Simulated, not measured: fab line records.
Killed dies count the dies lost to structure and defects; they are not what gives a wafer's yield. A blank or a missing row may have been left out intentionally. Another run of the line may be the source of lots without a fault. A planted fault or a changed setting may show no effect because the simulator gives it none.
Matching of chambers :: flow gf180mcu :: cmp-02 running GF_V5_CMP_04: 4 sister chambers
The step polishes SiO2. 4 wafers are shown with their chamber, then 7 later ones without.

## WAFERS WITH THEIR CHAMBER
wafer: L464.1
chamber: 1
motor_current_A (A): 10.9

wafer: L471.4
chamber: 0
motor_current_A (A): 13.2

wafer: L475.1
chamber: 3
motor_current_A (A): 10.5

wafer: L475.5
chamber: 2
motor_current_A (A): 11.2

## WAFERS MISSING THEIR CHAMBER
wafer: L475.6
motor_current_A (A): 10.0

wafer: L477.1
motor_current_A (A): 12.9

wafer: L477.2
motor_current_A (A): 11.1

wafer: L477.4
motor_current_A (A): 10.8

wafer: L480.2
motor_current_A (A): 13.2

wafer: L480.4
motor_current_A (A): 11.3

wafer: L480.6
motor_current_A (A): 12.8

## WHICH CHAMBER EACH ONE RAN IN
wafer: L475.6
from the rows above: can't be placed: 3 or 1
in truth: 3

wafer: L477.1
from the rows above: 0
in truth: 0

wafer: L477.2
from the rows above: can't be placed: 2 or 1 or 3
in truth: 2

wafer: L477.4
from the rows above: can't be placed: 1 or 3 or 2
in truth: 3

wafer: L480.2
from the rows above: 0
in truth: 0

wafer: L480.4
from the rows above: can't be placed: 2 or 1
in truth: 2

wafer: L480.6
from the rows above: 0
in truth: 0
3 of 7 placed correctly. From these rows, 4 cannot be placed; in 4 the true chamber is one of the candidates. Number placed wrongly: 0.
How it was worked out, from the rows above alone: a wafer's distance from a chamber is the root of the sum, over the readings, of the square of ((its reading less the chamber's mean) divided by the reading's scatter). If the next closest chamber is less than 2 further off than the closest, the wafer can't be placed; otherwise it belongs to the closest. For every chamber, the mean is computed from those of its wafers that are shown. The scatter (one wafer shown for each chamber): square how far every hidden wafer sits from the nearest shown wafer, average those squares and take the square root.
